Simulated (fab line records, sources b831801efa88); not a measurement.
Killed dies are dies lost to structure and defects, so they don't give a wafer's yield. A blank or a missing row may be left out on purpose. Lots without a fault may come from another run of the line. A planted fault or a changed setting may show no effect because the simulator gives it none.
fab line records | flow sky130
record lots=6 wafers=18 last_day=49
route steps=708 shown METAL2@495 VIA2@507 PAD_OPEN@708
lots that met no fault: from a run of the same line without faults
start_h: hours from the record's first day to the start of the lot's first wafer shown | wait_h: hours since the lot's step before | " the same as in the row above | L1.1+2: a row that stands for several wafers | - no value, or no start given | * or withheld: withheld | < > ~ a bound
route shown NAME@n: a module of which the file shows steps, and the number in the route of the first | usual: mean/standard deviation of fault-free wafers | same: alike in all rows | chamber/n: place in a boat | sites: the reading at each site | _std_site: their standard deviation | _edge_site: outer sites' mean less inner sites' | radius_mm: how far each site lies from the wafer's centre | mask NAME#n: copy n | behind: the tool/chamber that last shaped the wafer | hold: why the lot was held/for how many hours/how that ended | device: the transistor (n, p or np) that didn't switch | end of line: the same wafers' tests at the end of the route | a step without rows: its recipe alone | killed: dies lost to structure and defects at the first sort, not the wafer's yield | map: a wafer's dies, x killed, . not, _ none there
set.NAME: the setting as run; set.NAME@STEP: as run at that earlier step | model.NAME: the simulator's own value behind a step, which no gauge read
lots at some steps of the route; a table a step, a row a wafer
services: from which hour (start_h, from the record's first day; less than 0 if before it) a tool's chamber was out of use, for how many hours, and why
## steps
# step SKY_METAL2_EXPOSE_12
# recipe mask_id=MM2 na=0.8 source_shape=annular sigma_inner=0.55 sigma_outer=0.85 target_cd_nm=140 dose_mj=28
# step SKY_METAL2_PEB_13
# recipe peb_temp_c=withheld peb_time_s=withheld resist=KrF-thick
# step SKY_METAL2_DEVELOP_14
# recipe develop_time_s=60 resist=KrF-thick dev_temp_c=21
# step SKY_METAL2_CD_MEAS_15
# recipe target_cd_nm=140
# usual cd_nm=139.7/1.8
# columns lot.wafer tool chamber start_h wait_h cd_nm
L938.2 cd_sem-02 - 830.49 - 140.0
L938.4 " - " " 139.8
L938.6 " - " " 139.8
L939.1 cd_sem-02 - 844.65 - 140.4
L939.3 " - " " 140.2
L939.6 " - " " 139.3
L946.2 cd_sem-01 - 887.49 - 142.1
L946.3 " - " " 142.0
L946.5 " - " " 140.7
L948.3 cd_sem-02 - 900.37 - 139.6
L948.4 " - " " 139.7
L948.5 " - " " 137.9
L952.1 cd_sem-01 - 935.23 - 139.8
L952.2 " - " " 136.8
L952.3 " - " " 138.9
L953.1 cd_sem-01 - 945.93 - 140.7
L953.4 " - " " 140.6
L953.5 " - " " 139.7
# step SKY_METAL2_OVL_MEAS_16
# usual METAL2_OVL=-2/5.6
# columns lot.wafer tool chamber start_h wait_h METAL2_OVL[nm]
L938.2 overlay-01 - 830.60 0.1 1
L938.4 " - " " -2
L938.6 " - " " -5
L939.1 overlay-02 - 844.77 0.1 -4
L939.3 " - " " -6
L939.6 " - " " 3
L946.2 overlay-02 - 887.60 0.1 1
L946.3 " - " " 1
L946.5 " - " " 4
L948.3 overlay-01 - 900.46 0.1 -4
L948.4 " - " " -7
L948.5 " - " " -7
L952.1 overlay-01 - 935.35 0.1 -1
L952.2 " - " " 2
L952.3 " - " " -7
L953.1 overlay-02 - 946.05 0.1 2
L953.4 " - " " -3
L953.5 " - " " 0
# step SKY_METAL2_DESCUM_17
# recipe chemistry=O2 source_power_w=150 bias_power_w=0 pressure_mtorr=10 temp_c=40 time_s=8
# usual chamber_pressure_mTorr=9.999/0.0084 drypump_motor_current_A=6.0/0.4 oes_product_au=1.001/0.012
# same time_s=8
# columns lot.wafer tool chamber start_h wait_h chamber_pressure_mTorr drypump_motor_current_A oes_product_au rf_hours_counter_h
L938.2 rie_metal-04 1 830.63 0.0 9.988 6.7 0.999 15
L938.4 " 1 " " 10.005 6.7 0.999 -
L938.6 " 0 " " 10.003 5.9 1.012 -
L939.1 rie_metal-04 0 844.81 0.0 10.008 5.9 1.015 8
L939.3 " 0 " " 10.015 5.9 1.010 -
L939.6 " 1 " " 9.990 6.7 0.984 -
L946.2 rie_metal-03 0 887.63 0.0 10.004 5.7 1.016 11
L946.3 " 1 " " 9.990 5.7 1.008 -
L946.5 " 0 " " 9.999 5.8 1.009 -
L948.3 rie_metal-04 1 900.50 0.0 10.004 6.7 0.980 -
L948.4 " 0 " " 9.996 5.9 1.006 -
L948.5 " 0 " " 9.995 5.9 1.009 -
L952.1 rie_metal-03 0 935.38 0.0 10.006 5.8 1.008 13
L952.2 " 1 " " 9.993 5.7 0.997 6
L952.3 " 0 " " 10.001 5.7 1.012 -
L953.1 rie_metal-04 1 946.08 0.0 10.001 6.7 0.982 0
L953.4 " 1 " " 9.996 6.7 0.992 -
L953.5 " 0 " " 10.002 5.9 1.005 -
# step SKY_METAL2_ETCH_18
# recipe chemistry=N2/H2 target=BARC ion_energy_ev=200 bias_w=96.44 pressure_mtorr=30 n2_flow_sccm=100 h2_flow_sccm=200 icp_w=500 stop_on=SiO2 time_s=45.9 target_depth_a=600
# usual bias_w=96.45/0.29 chamber_pressure_mTorr=29.998/0.029 drypump_motor_current_A=6.0/0.4 oes_product_au=0.854/0.0048 throttle_valve_pct=13.225/0.0098
# same time_s=45.9
# columns lot.wafer tool chamber start_h wait_h bias_w chamber_pressure_mTorr drypump_motor_current_A oes_product_au rf_hours_counter_h throttle_valve_pct
L938.2 rie_metal-04 1 830.66 0.0 96.39 30.027 6.8 0.860 15 13.225
L938.4 " 1 " " 96.55 29.969 6.7 0.857 - 13.224
L938.6 " 0 " " 96.69 30.004 5.9 0.859 - 13.225
L939.1 rie_metal-04 0 844.84 0.0 96.05 29.985 5.9 0.850 8 13.213
L939.3 " 0 " " 96.28 30.006 5.9 0.866 - 13.225
L939.6 " 1 " " 96.64 29.984 6.7 0.859 - 13.226
L946.2 rie_metal-03 0 887.66 0.0 96.39 30.008 5.7 0.853 11 13.229
L946.3 " 1 " " 96.16 29.975 5.7 0.851 - 13.234
L946.5 " 0 " " 96.64 30.005 5.7 0.855 - 13.245
L948.3 rie_metal-04 1 900.55 0.0 96.18 30.010 6.7 0.855 - 13.216
L948.4 " 0 " " 96.47 30.017 5.9 0.845 - 13.222
L948.5 " 0 " " 96.48 29.985 5.9 0.852 - 13.214
L952.1 rie_metal-03 0 935.42 0.0 97.14 30.001 5.8 0.857 13 13.234
L952.2 " 1 " " 96.49 30.014 5.7 0.857 6 13.239
L952.3 " 0 " " 96.48 30.022 5.8 0.852 - 13.230
L953.1 rie_metal-04 1 946.11 0.0 96.45 30.022 6.8 0.847 0 13.225
L953.4 " 1 " " 96.25 30.039 6.7 0.848 - 13.238
L953.5 " 0 " " 96.24 30.018 5.9 0.851 - 13.218
# step SKY_METAL2_METAL_ETCH_19
# recipe target_depth_a=3600 stop_on=SiO2 over_etch_frac=0.3 time_s=78 chemistry=Cl2/BCl3 resist_sidewall_deg=88 pressure_mtorr=10 icp_w=900 bias_w=48.5 Cl2_flow_sccm=60 bcl3_flow_sccm=30
# usual bias_w=48.53/0.14 chamber_pressure_mTorr=10.001/0.0086 drypump_motor_current_A=6.0/0.4 oes_product_au=0.855/0.0052 throttle_valve_pct=22.264/0.0084
# same time_s=78
# columns lot.wafer tool chamber start_h wait_h bias_w chamber_pressure_mTorr drypump_motor_current_A oes_product_au rf_hours_counter_h throttle_valve_pct
L938.2 rie_metal-04 1 830.72 0.0 48.58 10.000 6.7 0.853 15 22.270
L938.4 " 1 " " 48.70 9.997 6.7 0.861 - 22.263
L938.6 " 0 " " 48.68 9.996 5.9 0.858 - 22.266
L939.1 rie_metal-04 0 844.91 0.0 48.70 9.988 5.9 0.853 8 22.262
L939.3 " 0 " " 48.52 10.010 5.9 0.861 - 22.270
L939.6 " 1 " " 48.65 10.000 6.7 0.851 - 22.260
L946.2 rie_metal-03 0 887.72 0.0 48.44 10.004 5.7 0.859 11 22.278
L946.3 " 1 " " 48.34 10.000 5.7 0.850 - 22.271
L946.5 " 0 " " 48.61 10.000 5.7 0.843 - 22.266
L948.3 rie_metal-04 1 900.65 0.1 48.56 9.990 6.7 0.846 - 22.246
L948.4 " 0 " " 48.56 10.015 5.9 0.849 - 22.263
L948.5 " 0 " " 48.48 10.007 5.9 0.856 - 22.259
L952.1 rie_metal-03 0 935.51 0.1 48.65 10.007 5.7 0.867 13 22.266
L952.2 " 1 " " 48.56 10.015 5.7 0.858 6 22.269
L952.3 " 0 " " 48.42 10.001 5.7 0.856 - 22.265
L953.1 rie_metal-04 1 946.18 0.0 48.58 10.001 6.7 0.861 0 22.266
L953.4 " 1 " " 48.37 10.005 6.7 0.857 - 22.280
L953.5 " 0 " " 48.51 10.017 5.9 0.863 - 22.266
# step SKY_METAL2_STRIP_20
# recipe chemistry=O2/N2 power_w=1400 pressure_mtorr=1500 platen_temp_c=withheld o2_flow_sccm=3000 n2_flow_sccm=300 overash_fraction=0.5
# usual chamber_pressure_mTorr=1499.9/1.3 drypump_motor_current_A=5.6/0.47 o2_flow_sccm=2998/8.4 oes_product_au=0.342/0.0052 strip_time_to_endpoint_s=2.69/0.065
# columns lot.wafer tool chamber start_h wait_h chamber_pressure_mTorr drypump_motor_current_A o2_flow_sccm oes_product_au rf_hours_counter_h strip_time_to_endpoint_s
L938.2 plasma_asher-03 0 830.81 0.1 1499.6 4.8 3003 0.343 69 2.78
L938.4 " 0 " " 1501.6 4.8 3006 0.341 - 2.75
L938.6 " 0 " " 1499.2 4.8 2992 0.336 - 2.61
L939.1 plasma_asher-02 1 845.00 0.1 1501.8 5.5 2997 0.344 40 2.61
L939.3 " 0 " " 1500.5 6.1 3005 0.344 - 2.64
L939.6 " 0 " " 1501.5 6.1 3000 0.347 - 2.77
L946.2 plasma_asher-03 0 887.81 0.1 1498.8 4.8 2997 0.342 75 2.67
L946.3 " 0 " " 1498.7 4.8 3004 0.343 - 2.73
L946.5 " 1 " " 1501.6 5.0 2994 0.346 - 2.69
L948.3 plasma_asher-02 0 900.76 0.1 1500.1 6.1 2993 0.344 - 2.74
L948.4 " 1 " " 1499.2 5.5 3003 0.342 - 2.63
L948.5 " 0 " " 1501.9 6.1 2990 0.334 - 2.64
L952.1 plasma_asher-01 1 935.63 0.1 1502.4 5.7 2992 0.346 107 2.65
L952.2 " 0 " " 1499.7 6.0 3012 0.344 107 2.70
L952.3 " 1 " " 1497.0 5.7 2993 0.335 - 2.66
L953.1 plasma_asher-01 0 946.27 0.1 1496.9 6.0 2998 0.343 108 2.75
L953.4 " 0 " " 1498.9 6.0 3005 0.348 - 2.73
L953.5 " 0 " " 1498.5 6.0 2999 0.340 - 2.63
# step SKY_METAL2_STRIP_21
# recipe chemistry=post_etch_residue_remover time_s=1200 temp_c=72.5
# step SKY_METAL2_CLEAN_22
# recipe chemistry=IPA time_s=180 temp_c=25
# step SKY_METAL2_CLEAN_23
# recipe chemistry=O3/DIW dry=n2_spin
# step SKY_VIA2_HDPCVD_00
# recipe material=SiO2 target_thk_nm=1180 sigma_open_frac=0.3 time_s=196.7 temp_c=400 sih4_flow_sccm=60 pressure_mtorr=6
# usual sih4_flow_sccm=59.99/0.18
# same time_s=196.7
# columns lot.wafer tool chamber start_h wait_h sih4_flow_sccm model.SiO2_of_VIA2_HDPCVD_00.thk_nm
L938.2 hdpcvd-01 0 831.46 0.0 60.15 1150
L938.4 " 0 " " 59.94 1155
L938.6 " 1 " " 60.20 1172
L939.1 hdpcvd-01 0 845.59 0.0 59.74 1162
L939.3 " 1 " " 59.70 1180
L939.6 " 2 " " 59.86 1191
L946.2 hdpcvd-01 0 888.40 0.0 71.86 1376
L946.3 " 2 " " 72.04 1393
L946.5 " 1 " " 72.03 1406
L948.3 hdpcvd-01 1 901.33 0.0 71.89 1407
L948.4 " 0 " " 71.68 1396
L948.5 " 2 " " 72.20 1390
L952.1 hdpcvd-02 0 936.23 0.0 60.01 1182
L952.2 " 2 " " 59.78 1169
L952.3 " 1 " " 59.88 1180
L953.1 hdpcvd-02 2 946.91 0.0 60.01 1165
L953.4 " 1 " " 60.16 1175
L953.5 " 2 " " 59.95 1165
# step SKY_VIA2_THK_MEAS_01
# recipe reads=SiO2_of_VIA2_HDPCVD_00
# usual VIA2_HDPCVD_THK=1170/14
# columns lot.wafer tool chamber start_h wait_h VIA2_HDPCVD_THK[nm]
L938.2 film_metro-01 - 831.60 0.1 1150
L938.4 " - " " 1155
L938.6 " - " " 1173
L939.1 film_metro-04 - 845.71 0.1 1163
L939.3 " - " " 1180
L939.6 " - " " 1191
L946.2 film_metro-04 - 888.54 0.1 1377
L946.3 " - " " 1393
L946.5 " - " " 1407
L948.3 film_metro-03 - 901.48 0.1 1406
L948.4 " - " " 1395
L948.5 " - " " 1389
L952.1 film_metro-04 - 936.35 0.1 1182
L952.2 " - " " 1169
L952.3 " - " " 1180
L953.1 film_metro-04 - 947.03 0.1 1164
L953.4 " - " " 1176
L953.5 " - " " 1166
# step SKY_VIA2_CMP_02
# recipe material=SiO2 down_force_psi=4 platen_rpm=60 pad_velocity_m_s=0.94248
# usual head_pressure_psi=4.000/0.0096 motor_current_A=12.8/1.2
# columns lot.wafer tool chamber start_h wait_h head_pressure_psi motor_current_A
L938.4 cmp-02 3 831.65 0.0 4.010 14.6
L938.2 " 1 " " 4.007 12.8
L938.6 " 0 " " 3.987 13.0
L939.3 cmp-01 3 845.77 0.0 3.987 12.1
L939.1 " 0 " " 3.997 10.8
L939.6 " 3 " " 3.998 12.2
L946.2 cmp-01 1 888.69 0.1 3.996 12.9
L946.3 " 2 " " 4.006 14.2
L946.5 " 3 " " 3.989 11.9
L948.3 cmp-01 3 901.62 0.1 4.002 11.7
L948.4 " 0 " " 3.997 10.5
L948.5 " 1 " " 4.007 12.4
L952.2 cmp-01 0 936.46 0.1 4.018 11.5
L952.1 " 1 " " 4.000 12.7
L952.3 " 2 " " 3.991 14.3
L953.4 cmp-01 2 947.09 0.0 4.008 14.1
L953.1 " 1 " " 3.991 12.9
L953.5 " 2 " " 4.003 14.6
# step SKY_PAD_OPEN_PROBE_99
# usual defect_limited_yield=82.6/2 killed_at_M0_to_M3=43/7.1 killed_at_M4_up=3.0/1.9 killed_at_contacts=24/5 killed_at_front_end=15/4.3 killed_at_other=0.3/0.5 killed_dies=85/9.6 killed_open=46/7.1 killed_short=39/6.8 sort_bin_3_pad_short=0.9/0.42 sort_bin_5_function=10.2/1.4 sort_bin_6_memory=6.3/1.2 sort_n_pass=407/9.6 sort_yield_pct=82.6/2
# same gross_dies=492 killed_at_back_side=0 sort_bin_4_leakage[%]=0 sort_bin_8_speed[%]=0
# columns lot.wafer tool chamber start_h wait_h defect_limited_yield[%] killed_at_M0_to_M3 killed_at_M4_up killed_at_contacts killed_at_front_end killed_at_other killed_dies killed_open killed_short sort_bin_3_pad_short[%] sort_bin_5_function[%] sort_bin_6_memory[%] sort_n_pass sort_yield_pct[%]
L939.1 prober-02 - 1094.67 0.1 83.1 41 4 22 16 0 83 48 35 0.4 11.0 5.5 409 83.1
L939.3 prober-02 - 1094.77 0.2 83.7 40 4 21 14 1 80 41 39 1.0 6.5 8.7 412 83.7
L939.6 prober-02 - 1094.92 0.2 85.0 39 2 20 13 0 74 41 33 0.8 10.0 4.3 418 85.0
L948.3 prober-02 - 1137.57 0.2 80.5 39 12 31 14 0 96 57 39 0.4 12.6 6.5 396 80.5
L948.4 prober-02 - 1137.62 0.2 81.1 41 3 35 14 0 93 48 45 0.2 10.2 8.5 399 81.1
L948.5 prober-02 - 1137.67 0.2 81.5 42 3 28 18 0 91 47 44 1.6 10.6 6.3 401 81.5
L952.1 prober-01 - 1172.49 0.1 84.3 41 3 23 10 0 77 36 41 2.2 9.1 4.3 415 84.3
L952.2 prober-01 - 1172.54 0.1 83.5 38 3 25 14 1 81 33 48 0.8 10.2 5.5 411 83.5
L952.3 prober-01 - 1172.59 0.2 81.3 44 1 29 18 0 92 53 39 1.2 10.2 7.3 400 81.3
# killed by level:class
L939.1 LI_CONTACT:geometric_particle:open=9 VIA1:geometric_particle:open=8 CONTACT:geometric_particle:open=8 VIA2:geometric_particle:open=7 VIA1:geometric_particle:short=5 FIELD_ISO:geometric_particle:short=4 POLY_GATE:geometric_particle:open=4 LOCAL_INTERCONNECT:geometric_particle:short=4
L939.3 VIA1:geometric_particle:open=16 CONTACT:geometric_particle:open=7 LOCAL_INTERCONNECT:geometric_particle:short=5 FIELD_ISO:geometric_particle:short=4 LI_CONTACT:geometric_particle:short=4 METAL4:geometric_particle:short=4 VIA3:geometric_particle:open=4 METAL2:geometric_particle:short=4
L939.6 LI_CONTACT:geometric_particle:open=10 METAL1:geometric_particle:short=8 VIA3:geometric_particle:open=7 FIELD_ISO:geometric_particle:open=5 CONTACT:geometric_particle:open=5 FIELD_ISO:geometric_particle:short=4 VIA1:geometric_particle:short=4 METAL2:geometric_particle:short=4
L948.3 CONTACT:geometric_particle:open=13 LI_CONTACT:geometric_particle:open=9 METAL1:geometric_particle:short=6 VIA1:geometric_particle:open=6 VIA3:geometric_particle:open=6 METAL4:geometric_particle:short=6 VIA1:geometric_particle:short=5 VIA2:geometric_particle:open=5
L948.4 CONTACT:geometric_particle:open=13 LOCAL_INTERCONNECT:geometric_particle:short=7 VIA3:geometric_particle:open=7 VIA1:geometric_particle:short=6 FIELD_ISO:geometric_particle:open=6 LI_CONTACT:geometric_particle:open=6 VIA1:geometric_particle:open=6 METAL1:geometric_particle:short=5
L948.5 CONTACT:geometric_particle:open=12 VIA1:geometric_particle:open=10 VIA1:geometric_particle:short=7 FIELD_ISO:geometric_particle:short=6 LI_CONTACT:geometric_particle:open=6 VIA3:geometric_particle:open=6 POLY_GATE:geometric_particle:short=5 VIA3:geometric_particle:short=4
L952.1 VIA1:geometric_particle:open=9 LI_CONTACT:geometric_particle:open=7 CONTACT:geometric_particle:open=6 VIA1:geometric_particle:short=6 METAL2:geometric_particle:short=6 METAL1:geometric_particle:short=5 CONTACT:geometric_particle:short=4 VIA2:geometric_particle:open=4
L952.2 CONTACT:geometric_particle:open=7 METAL1:geometric_particle:short=6 VIA2:geometric_particle:open=6 LI_CONTACT:geometric_particle:open=5 VIA1:geometric_particle:short=5 VIA1:geometric_particle:open=5 POLY_GATE:geometric_particle:short=4 LI_CONTACT:geometric_particle:short=4
L952.3 VIA1:geometric_particle:open=12 CONTACT:geometric_particle:open=11 LI_CONTACT:geometric_particle:open=8 VIA2:geometric_particle:open=7 POLY_GATE:geometric_particle:short=6 METAL2:geometric_particle:short=6 FIELD_ISO:geometric_particle:short=5 POLY_GATE:geometric_particle:open=5
## services
# columns tool chamber start_h hours kind
hdpcvd-02 0 815.49 9.6 repair
plasma_asher-01 - 833.38 28.1 pm
plasma_asher-03 - 835.87 1.7 repair
rie_metal-03 - 838.02 2.3 repair
cmp-01 - 839.32 2.2 repair
rie_metal-04 1 847.07 3.9 repair
hdpcvd-02 1 850.04 3.2 repair
cmp-02 - 850.23 11.2 repair
cmp-01 - 861.40 5.5 pm
cmp-02 - 867.10 3.4 pm
cmp-02 - 892.11 4.9 pm
cmp-01 - 892.18 2.2 repair
cmp-02 - 898.58 4.0 repair
rie_metal-04 - 903.89 1.4 pm
cmp-02 - 912.04 4.0 pm
plasma_asher-02 - 912.96 0.8 repair
cmp-02 - 916.04 - consumable_replace:conditioner
cmp-02 - 916.04 - consumable_replace:pad
rie_metal-04 1 924.56 - clean
rie_metal-04 1 924.56 20.4 scheduled_down
rie_metal-04 1 924.56 20.4 vent_cycle
rie_metal-03 1 938.17 9.5 repair
hdpcvd-01 1 941.37 6.9 repair
## key
first_sign step=SKY_VIA2_HDPCVD_00 reading=sih4_flow_sccm direction=up sigmas=65 usual=59.99 struck=71.95
effect step=SKY_VIA2_THK_MEAS_01 reading=VIA2_HDPCVD_THK direction=up sigmas=16 usual=1170 struck=1394
model_effect step=SKY_VIA2_HDPCVD_00 value=SiO2_of_VIA2_HDPCVD_00.thk_nm without=1159 struck=1395
met_at SKY_VIA2_HDPCVD_00
struck_wafers L946.2,L946.3,L946.5,L948.3,L948.4,L948.5
onset_between 845.59 888.40
fault kind=process_parameter_drift tool=hdpcvd-01 chamber=- onset_h=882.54 steps=SKY_VIA2_HDPCVD_00 channel=sih4_flow_sccm offset=12 shape=step end_h=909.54 acts_in=these_recipes_only stated=60
